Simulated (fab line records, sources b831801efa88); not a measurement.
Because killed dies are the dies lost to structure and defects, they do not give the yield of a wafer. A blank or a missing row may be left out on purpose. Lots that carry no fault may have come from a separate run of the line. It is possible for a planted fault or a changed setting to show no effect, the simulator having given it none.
A struck lot beside a sound one ; flow sky130 ; 15 steps out of a route of 708
Sound: these wafers, L293.2, L293.3, L293.6. Struck: wafer L305.2. (L305.4, L305.5 of the same lot were not struck and are left out.) The cause comes at the end.
Order at every step that has rows: each side's tool, ch and its chambers, its first start. Under that, the readings that differ: sound wafers ; struck wafers ; difference of the means ; sigmas: that difference in standard deviations of wafers without a fault.
alike: readings with means less than 2 such deviations apart, plus words and numbers identical on both sides. not compared: withheld readings, readings lacking a value on some wafer, bounds such as >300 that could conceal the same value, and numbers that have no deviation in the record and whose values overlap.
The two part at a step that has a row with sigmas, a row that says differs or no value, or rows on one side only. When numbers do not overlap yet have no deviation, they are printed without sigmas and do not part them. A reading missing from all wafers of one side parts the sides only when that side holds two or more wafers.

SKY_METAL3_STRIP_19: strips in O2/N2.
  sound on plasmaAsher-04 ch 1, day 39 02:39; struck on plasmaAsher-03 ch 0, day 42 11:07
reading;sound;struck;difference;sigmas
drypumpMotorCurrentA (A);5.3 5.3 5.3;6.7;+1.4;+2
  alike: oesProductAu, stripTimeToEndpointS
  not compared: rfHoursCounterH
then, 4 steps without rows for these wafers: SKY_METAL3_STRIP_20 (strips in post etch residue remover, time 1200 s); SKY_METAL3_CLEAN_21 (cleans in IPA, time 180 s); SKY_METAL3_CLEAN_22 (cleans in O3/DIW); SKY_VIA3_HDPCVD_00 (deposits SiO2, target thk 1635 nm, time 272.5 s).
SKY_VIA3_THK_MEAS_01:
  sound on filmMetro-01, day 39 03:26; struck on filmMetro-03, day 42 12:04
  alike: VIA3_HDPCVD_THK
SKY_VIA3_CMP_02: polishes SiO2.
  sound on cmp-01 ch 0,3, day 39 03:29; struck on cmp-02 ch 1, day 42 12:10
reading;sound;struck;difference;sigmas
motorCurrentA (A);13.3 12.5 13.5;11.0;-2.1;-2
  alike: headPressurePsi
SKY_VIA3_BOW_MEAS_03:
  sound on filmMetro-04, day 39 03:48; struck on filmMetro-01, day 42 12:26
  alike: VIA3_BOW
then, 4 steps without rows for these wafers: SKY_VIA3_DEHYDRATE_04 (time 60 s); SKY_VIA3_HMDS_05 (prime time 60 s); SKY_VIA3_COAT_06 (resist thk 60 nm); SKY_VIA3_COAT_07 (resist thk 450 nm).
SKY_VIA3_SOFTBAKE_08: time 90 s.
  sound on lithoTrack-04 ch 0, day 39 16:00; struck on lithoTrack-03 ch 0, day 42 23:00
reading;sound;struck;difference;sigmas
runLengthS (s);119.17 119.15 119.22;126.18;+7.00;+50
  alike: resistLineTempC
then, 1 step without rows for these wafers: SKY_VIA3_EXPOSE_09 (exposes mask VIM3, target cd 200 nm).
-- the record jumps here: 6 days lie between the struck wafers' starts before and after (it left off in module VIA3 and takes up again in module PAD_OPEN, whose first step shown is number 708 of the route) --
SKY_PAD_OPEN_PROBE_99:
  sound on prober-02, day 46 06:10; struck on prober-01, day 48 23:46
  alike: defectLimitedYield, killed_at_M0_to_M3, killed_at_M4_up, killedAtContacts, killedAtFrontEnd, killedAtOther, killedDies, killedOpen, killedShort, sort_bin_3_pad_short, sort_bin_5_function, sort_bin_6_memory, sortNPass, sortYieldPct

## WHERE THEY PART
Last at SKY_VIA3_SOFTBAKE_08 as far as this record goes, first at SKY_METAL3_STRIP_19. Later steps at which nothing parts them and some readings are alike: SKY_PAD_OPEN_PROBE_99.

WHY: the cause the simulator had injected
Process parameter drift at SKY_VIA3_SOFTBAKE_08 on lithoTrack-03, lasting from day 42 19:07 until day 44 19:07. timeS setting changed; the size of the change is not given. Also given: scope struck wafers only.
